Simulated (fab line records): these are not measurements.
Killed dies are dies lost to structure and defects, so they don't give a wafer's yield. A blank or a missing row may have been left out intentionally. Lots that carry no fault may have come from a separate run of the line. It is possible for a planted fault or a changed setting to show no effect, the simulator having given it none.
Split-lot study + flow sky130 + 27 wafers read across 5 lots, on a route 708 steps long

== SPLIT DETAILS ==
At SKY_METAL5_DEVELOP_13 (develop time 60 s), the setting developTimeS was moved away from the recipe's 60 s on 6 of the 27 wafers read, by -33.0% to -28.0%. For the rest of the wafers, this setting stayed at what the recipe calls for.

There is no step in the file separating the split from the reading.

== THE READING ==
METAL5.cdNm (the simulator's own value, which no gauge read), in nm, at SKY_METAL5_DESCUM_14 (chemistry O2, time 11 s). The file gives no usual value for it. The 21 wafers here that ran the recipe average 1599 nm, standard deviation 2.4 nm.

| wafer  | tool, chamber at the split | developTimeS as run, s | against the recipe | METAL5.cdNm, nm | against lot-mates on the recipe |
|--------|----------------------------|------------------------|--------------------|-----------------|---------------------------------|
| L074.2 | lithoTrack-04, 0           | 60                     | recipe             | 1601            | -                               |
| L074.5 | lithoTrack-04, 0           | 60                     | recipe             | 1601            | -                               |
| L074.3 | lithoTrack-04, 0           | 60                     | recipe             | 1599            | -                               |
| L076.1 | lithoTrack-01, 0           | 43.21                  | -28.0%             | 1634            | +35                             |
| L076.4 | lithoTrack-01, 0           | 43.21                  | -28.0%             | 1634            | +35                             |
| L076.2 | lithoTrack-01, 0           | 43.21                  | -28.0%             | 1633            | +34                             |
| L076.3 | lithoTrack-01, 0           | 60                     | recipe             | 1601            | -                               |
| L076.5 | lithoTrack-01, 0           | 60                     | recipe             | 1597            | -                               |
| L076.6 | lithoTrack-01, 0           | 60                     | recipe             | 1599            | -                               |
| L081.1 | lithoTrack-04, 0           | 60                     | recipe             | 1596            | -                               |
| L081.2 | lithoTrack-04, 0           | 40.21                  | -33.0%             | 1643            | +46                             |
| L081.3 | lithoTrack-04, 0           | 60                     | recipe             | 1597            | -                               |
| L081.6 | lithoTrack-04, 0           | 60                     | recipe             | 1597            | -                               |
| L081.4 | lithoTrack-04, 0           | 40.21                  | -33.0%             | 1641            | +44                             |
| L081.5 | lithoTrack-04, 0           | 40.21                  | -33.0%             | 1640            | +43                             |
| L082.1 | lithoTrack-04, 0           | 60                     | recipe             | 1597            | -                               |
| L082.2 | lithoTrack-04, 0           | 60                     | recipe             | 1595            | -                               |
| L082.3 | lithoTrack-04, 0           | 60                     | recipe             | 1594            | -                               |
| L082.4 | lithoTrack-04, 0           | 60                     | recipe             | 1596            | -                               |
| L082.6 | lithoTrack-04, 0           | 60                     | recipe             | 1596            | -                               |
| L082.5 | lithoTrack-04, 0           | 60                     | recipe             | 1598            | -                               |
| L085.1 | lithoTrack-01, 0           | 60                     | recipe             | 1600            | -                               |
| L085.2 | lithoTrack-01, 0           | 60                     | recipe             | 1599            | -                               |
| L085.3 | lithoTrack-01, 0           | 60                     | recipe             | 1602            | -                               |
| L085.6 | lithoTrack-01, 0           | 60                     | recipe             | 1602            | -                               |
| L085.4 | lithoTrack-01, 0           | 60                     | recipe             | 1601            | -                               |
| L085.5 | lithoTrack-01, 0           | 60                     | recipe             | 1601            | -                               |

FIT RESULTS
A straight line over all 27 wafers: METAL5.cdNm changes by -1.28 nm for each +1% of developTimeS; r = -0.99; the points scatter about the line by 2.3 nm.
The same after taking each lot's own level away (the mean of its wafers on the recipe; 27 wafers): -1.31 nm for each +1%; r = -1.00; scatter 1.4 nm.
According to that fit, moving developTimeS by its largest amount changes the reading by 43 nm.
The lots' own levels span 1596.0 to 1600.8 nm, that is 2.0 times the standard deviation above.
The two slopes agree, so the slope changes little with the lot-to-lot level.
Check: for one of the wafers moved furthest among these (-33.0%), held out of the fit, the line's prediction against its lot-mates is +42.3 nm. It came out at +46.3 nm against them.

== THE OTHER SPLITS THESE WAFERS WENT THROUGH ==
Note: prior to the reading, these wafers also went through further splits. Each is held against what the fit with the lots' levels taken away leaves over:
| other split on the same wafers    | wafers away from the commonest value | r with METAL5.cdNm (lot level and that fit taken away) |
|-----------------------------------|--------------------------------------|--------------------------------------------------------|
| SKY_METAL3_METAL_ETCH_18 timeS    | 12                                   | +0.21                                                  |
| SKY_CAP2M_DEVELOP_11 developTimeS | 6                                    | +0.12                                                  |
| SKY_METAL4_METAL_ETCH_18 timeS    | 6                                    | +0.32                                                  |

== FILE'S OWN FIT ==
METAL5.cdNm changes by -1.3 nm for each +1% of developTimeS, r = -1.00.
